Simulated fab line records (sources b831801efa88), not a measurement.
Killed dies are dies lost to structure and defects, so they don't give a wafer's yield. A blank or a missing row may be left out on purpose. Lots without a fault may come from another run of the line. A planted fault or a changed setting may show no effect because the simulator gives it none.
A struck lot beside a sound one | flow sky130 | 43 steps out of a route of 708
Sound: wafers L465.1, L465.5, L465.6. Struck: wafers L470.1, L470.5 (left out: L470.3, a lot-mate that was not struck); the cause follows at the end.
Per side, at each step with rows, come the tool, then ch with its chambers, and then its first start. Under that, the readings that differ: sound wafers | struck wafers | difference of the means | sigmas: that difference in standard deviations of wafers without a fault.
alike: same words and numbers on both sides, and readings whose means sit less than 2 such deviations apart. not compared: any withheld reading, any reading some wafer has no value for, any bound like >300 that may hide the same value, and any number with overlapping values for which the record gives no deviation.
The two part at a step that has a row with sigmas, a row that says differs or no value, or rows on one side only. Non-overlapping numbers with no deviation appear without sigmas and do not part them. Lack of a reading on every wafer of one side parts them only where that side has two or more wafers.

first, 1 step without rows for these wafers: SKY_LDD_HVN_IMPLANT_08.
SKY_LDD_HVN_STRIP_09: strips in O2/N2.
  sound on plasma_asher-03 ch 0,1, day 20 23:18; struck on plasma_asher-04 ch 0,1, day 22 18:07
  alike: drypump_motor_current_A, oes_product_au, strip_time_to_endpoint_s
  not compared: rf_hours_counter_h
SKY_LDD_HVN_TW_MEAS_10:
  sound: film_metro-02 at day 20 23:24; struck: film_metro-02 at day 22 18:13
  alike: LDD_HVN_TW
then, 7 steps without rows for these wafers: SKY_LDD_HVP_DEHYDRATE_00 (time 60 s); SKY_LDD_HVP_HMDS_01 (prime time 60 s); SKY_LDD_HVP_COAT_02 (resist thk 300 nm); SKY_LDD_HVP_SOFTBAKE_03 (time 60 s); SKY_LDD_HVP_EXPOSE_04 (exposes mask HVPTM, target cd 700 nm); SKY_LDD_HVP_PEB_05; SKY_LDD_HVP_DEVELOP_06 (develop time 60 s).
SKY_LDD_HVP_OVL_MEAS_07:
  sound: overlay-02 at day 22 05:13; struck: overlay-02 at day 23 23:34
  alike: LDD_HVP_OVL
after that, 1 step had no rows for these wafers: SKY_LDD_HVP_IMPLANT_08.
SKY_LDD_HVP_STRIP_09: strips in O2/N2.
  sound on plasma_asher-02 ch 0,1, day 22 05:25; struck on plasma_asher-01 ch 0, day 23 23:45
  alike: drypump_motor_current_A, oes_product_au, strip_time_to_endpoint_s
  not compared: rf_hours_counter_h
SKY_LDD_HVP_TW_MEAS_10:
  sound: film_metro-04 at day 22 05:31; struck: film_metro-01 at day 23 23:51
  reading    | sound       | struck  | difference | sigmas
  LDD_HVP_TW | 461 462 460 | 451 453 | -9         | -2
then, 7 steps without rows for these wafers: SKY_LDD_LDN_DEHYDRATE_00 (time 60 s); SKY_LDD_LDN_HMDS_01 (prime time 60 s); SKY_LDD_LDN_COAT_02 (resist thk 1140 nm); SKY_LDD_LDN_SOFTBAKE_03 (time 60 s); SKY_LDD_LDN_EXPOSE_04 (exposes mask LDNTM, target cd 700 nm); SKY_LDD_LDN_PEB_05; SKY_LDD_LDN_DEVELOP_06 (develop time 60 s).
SKY_LDD_LDN_OVL_MEAS_07:
  sound: overlay-02 at day 23 11:12; struck: overlay-01 at day 25 04:43
  alike: LDD_LDN_OVL
then, 4 steps without rows for these wafers: SKY_LDD_LDN_IMPLANT_08; SKY_LDD_LDN_IMPLANT_09; SKY_LDD_LDN_IMPLANT_10; SKY_LDD_LDN_IMPLANT_11.
SKY_LDD_LDN_STRIP_12: strips in O2/N2.
  sound on plasma_asher-02 ch 0,1, day 23 11:50; struck on plasma_asher-01 ch 0,1, day 25 05:22
  alike: drypump_motor_current_A, oes_product_au, strip_time_to_endpoint_s
  not compared: rf_hours_counter_h
SKY_LDD_LDN_TW_MEAS_13:
  sound: film_metro-02 at day 23 11:56; struck: film_metro-03 at day 25 05:28
  reading    | sound          | struck    | difference | sigmas
  LDD_LDN_TW | 1496 1505 1506 | 1473 1477 | -27        | -2
then, 2 steps without rows for these wafers: SKY_LDD_LDN_CLEAN_14 (cleans in SC1/SC2, time 150 s); SKY_SPACER_CVD_00 (deposits Si3N4 from DCS/NH3, target thk 43.1 nm, time 740 s).
SKY_SPACER_THK_MEAS_01:
  sound: film_metro-01 at day 23 13:15; struck: film_metro-01 at day 25 08:37
  alike: SPACER_CVD_00_THK
SKY_SPACER_ETCHBACK_02: etches Si3N4 in CH3F/O2, stops on SiO2, time 46.7 s, target depth 45 nm.
  sound on rie_diel-01 ch 0,1, day 23 13:19; struck on rie_diel-01 ch 1,2, day 25 08:41
  alike: drypump_motor_current_A, oes_product_au, throttle_valve_pct
  not compared: rf_hours_counter_h
then, 8 steps without rows for these wafers: SKY_POLY_CUT_DEHYDRATE_00 (time 60 s); SKY_POLY_CUT_HMDS_01 (prime time 60 s); SKY_POLY_CUT_COAT_02 (resist thk 60 nm); SKY_POLY_CUT_COAT_03 (resist thk 450 nm); SKY_POLY_CUT_SOFTBAKE_04 (time 90 s); SKY_POLY_CUT_EXPOSE_05 (exposes mask NPCM, target cd 270 nm); SKY_POLY_CUT_PEB_06; SKY_POLY_CUT_DEVELOP_07 (develop time 60 s).
SKY_POLY_CUT_CD_MEAS_08: the cd target is 270 nm.
  sound: cd_sem-01 at day 24 19:22; struck: cd_sem-02 at day 26 13:37
  alike: cd_nm
SKY_POLY_CUT_OVL_MEAS_09:
  sound: overlay-02 at day 24 19:29; struck: overlay-02 at day 26 13:44
  alike: POLY_CUT_OVL
-- here the record skips 21 days between the struck wafers' starts before and after, leaving off in module POLY_CUT and picking up in module PAD_OPEN (first step shown: number 708 of the route) --
SKY_PAD_OPEN_PROBE_99:
  the record has rows for the struck wafers here (prober-02, day 47 11:09) and none for the sound ones

WHERE THEY PART
Earliest at SKY_LDD_HVP_TW_MEAS_10; latest, in this record, at SKY_PAD_OPEN_PROBE_99.

WHY: whatever the simulator had introduced
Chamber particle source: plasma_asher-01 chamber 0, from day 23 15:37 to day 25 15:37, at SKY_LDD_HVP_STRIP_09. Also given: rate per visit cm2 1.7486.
